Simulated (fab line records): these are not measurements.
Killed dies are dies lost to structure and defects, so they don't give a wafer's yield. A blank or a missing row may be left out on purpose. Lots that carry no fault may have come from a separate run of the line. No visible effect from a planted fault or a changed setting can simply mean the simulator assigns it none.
Which tool did it? + flow gf180mcu + 13 lots, 39 wafers sampled, at 2 steps of a route of 602

## WHAT EACH GAUGE READ, for each wafer
GF_M1_OVL_MEAS_15.
| lot  | measured     | on         | M1_OVL (nm) |
|------|--------------|------------|-------------|
| L660 | day 16 19:18 | overlay-01 | 3 7 -1      |
| L661 | day 16 22:54 | overlay-02 | 3 0 -2      |
| L662 | day 17 09:38 | overlay-01 | 21 26 20    |
| L665 | day 18 22:50 | overlay-02 | -7 -9 -4    |
| L667 | day 20 00:00 | overlay-01 | 11 7 14     |
| L668 | day 20 19:14 | overlay-02 | -9 7 7      |
| L673 | day 22 09:37 | overlay-02 | 6 10 14     |
| L674 | day 22 20:30 | overlay-02 | 12 -1 -4    |
| L678 | day 23 14:08 | overlay-02 | -1 2 2      |
| L680 | day 24 04:58 | overlay-02 | 6 2 1       |
| L679 | day 24 10:37 | overlay-01 | 2 2 -6      |
| L681 | day 24 11:37 | overlay-01 | 5 2 2       |
| L682 | day 24 19:18 | overlay-02 | 0 -1 -8     |

GF_V1_BOW_MEAS_05.
| lot  | measured     | on           | V1_BOW (um) |
|------|--------------|--------------|-------------|
| L660 | day 16 20:41 | filmMetro-02 | 83 64 75    |
| L661 | day 17 00:18 | filmMetro-02 | 82 75 73    |
| L662 | day 17 10:55 | filmMetro-02 | 78 85 83    |
| L665 | day 19 00:19 | filmMetro-01 | 79 76 73    |
| L667 | day 20 01:47 | filmMetro-02 | 85 79 90    |
| L668 | day 20 20:30 | filmMetro-04 | 77 82 78    |
| L673 | day 22 10:55 | filmMetro-01 | 82 83 81    |
| L674 | day 22 21:47 | filmMetro-02 | 87 86 82    |
| L678 | day 23 15:29 | filmMetro-02 | 83 86 81    |
| L680 | day 24 06:15 | filmMetro-01 | 73 82 77    |
| L679 | day 24 12:02 | filmMetro-04 | 100 74 81   |
| L681 | day 24 12:57 | filmMetro-01 | 86 83 95    |
| L682 | day 24 20:41 | filmMetro-04 | 85 90 87    |

## TOOL THAT RAN EACH LOT (tool first, then ch and the chambers of the sampled wafers, then the start)
The record holds no process step before these readings.

## WHAT THE TOOLS THEMSELVES READ (means of the sampled wafers that have a number; where no wafer has one, the mark that the record gives instead)
The record holds no such reading with a usual standard deviation.

## THE ANSWER, worked out from the rows above alone
Rule: usual is defined by the lots themselves. Put in order of their means at a reading, lots are off if they are a third of the lots or fewer, leave a main group of 4 or more, and stand apart from it by a gap of 3 or more times the standard deviation of the main group's means; of several such gaps the widest counts. A main group is skipped when, at the precision printed for the reading in the tables above, its means are all equal. A lot without any number at a reading at which 4 lots or more have one is off too. Any other lot the step has rows for is counted as sound. After the gauges, taken in route order, come the tools' own readings; for these a lot's mean is taken, as printed above. At the first step where some lot is off, the reading lying furthest off is the one used; lots without a number count as furthest.
Across all readings shown, no lot is off: no conclusion can be drawn from this.

## WHAT THE SIMULATOR HAD INSERTED
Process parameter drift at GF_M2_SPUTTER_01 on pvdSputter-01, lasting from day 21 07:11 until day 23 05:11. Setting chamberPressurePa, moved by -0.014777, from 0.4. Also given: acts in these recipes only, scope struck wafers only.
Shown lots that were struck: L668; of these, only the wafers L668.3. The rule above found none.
